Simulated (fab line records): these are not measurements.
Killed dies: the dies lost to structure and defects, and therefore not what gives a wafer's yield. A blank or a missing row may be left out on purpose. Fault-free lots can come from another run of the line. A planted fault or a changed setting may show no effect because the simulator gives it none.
2 desks looking at one fault | flow sky130 | numbers are kept per desk, each desk with only its own; the story behind them comes last

AT THE TOOL OWNER'S DESK: litho track-01
Per lot that ran on this tool, the mean of the sampled wafers carrying a number, from the tool's own readings at SKY_VIA2_SOFTBAKE_08 (time 90 s). A lot is out of limits, marked OUT, if its mean lies more than 4 standard deviations from the usual mean; the brackets give that distance.
Columns: A = run length s at SKY_VIA2_SOFTBAKE_08, usual 119.09 s
lot  | first seen here | A
L316 | day 35 17:00    | 119.25
L319 | day 36 20:00    | 119.21
L327 | day 39 04:00    | 128.38 (+42) OUT
L326 | day 39 05:00    | 128.54 (+43) OUT
L338 | day 43 03:00    | 119.13
This desk's verdict: out of limits on L326, L327, starting with L327 at day 39 04:00 (run length s at SKY_VIA2_SOFTBAKE_08). L316, L319, L338 stayed within limits.

AT THE METROLOGY DESK
What the gauges read for every lot (on any tool): the sampled wafers with a number, averaged. A lot is out of limits, marked OUT, if its mean lies more than 4 standard deviations from the usual mean; the brackets give that distance.
Columns: A = VIA2_BOW at SKY_VIA2_BOW_MEAS_03, usual 88 um
lot  | first seen here | A
L316 | day 35 04:16    | 96
L317 | day 35 06:44    | 89
L319 | day 36 07:59    | 84
L320 | day 36 09:02    | 99
L323 | day 37 16:07    | 89
L325 | day 38 06:37    | 89
L327 | day 38 16:02    | 85
L326 | day 38 16:44    | 84
L332 | day 40 09:17    | 91
L335 | day 40 23:49    | 83
L337 | day 41 13:48    | 79
L338 | day 42 16:56    | 84
L339 | day 42 17:59    | 86
Result from this desk: across the 13 lots, nothing is out of limits.

PUT TOGETHER
The tool owner's desk had the chance to raise an alarm at day 39 04:00 on L326, L327.
Nothing out of limits was seen by the metrology desk.
The metrology desk has L326, L327 on record, within its limits.
Of the lots named, all ran SKY_VIA2_SOFTBAKE_08 on litho track-01.

WHAT THE SIMULATOR HAD PUT IN
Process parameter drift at SKY_VIA2_SOFTBAKE_08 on litho track-01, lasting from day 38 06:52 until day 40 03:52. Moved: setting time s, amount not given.
Shown lots that were struck: L326, L327.
Time in hours from fault onset to the first out-of-limits reading at each desk: the tool owner's desk, 21.
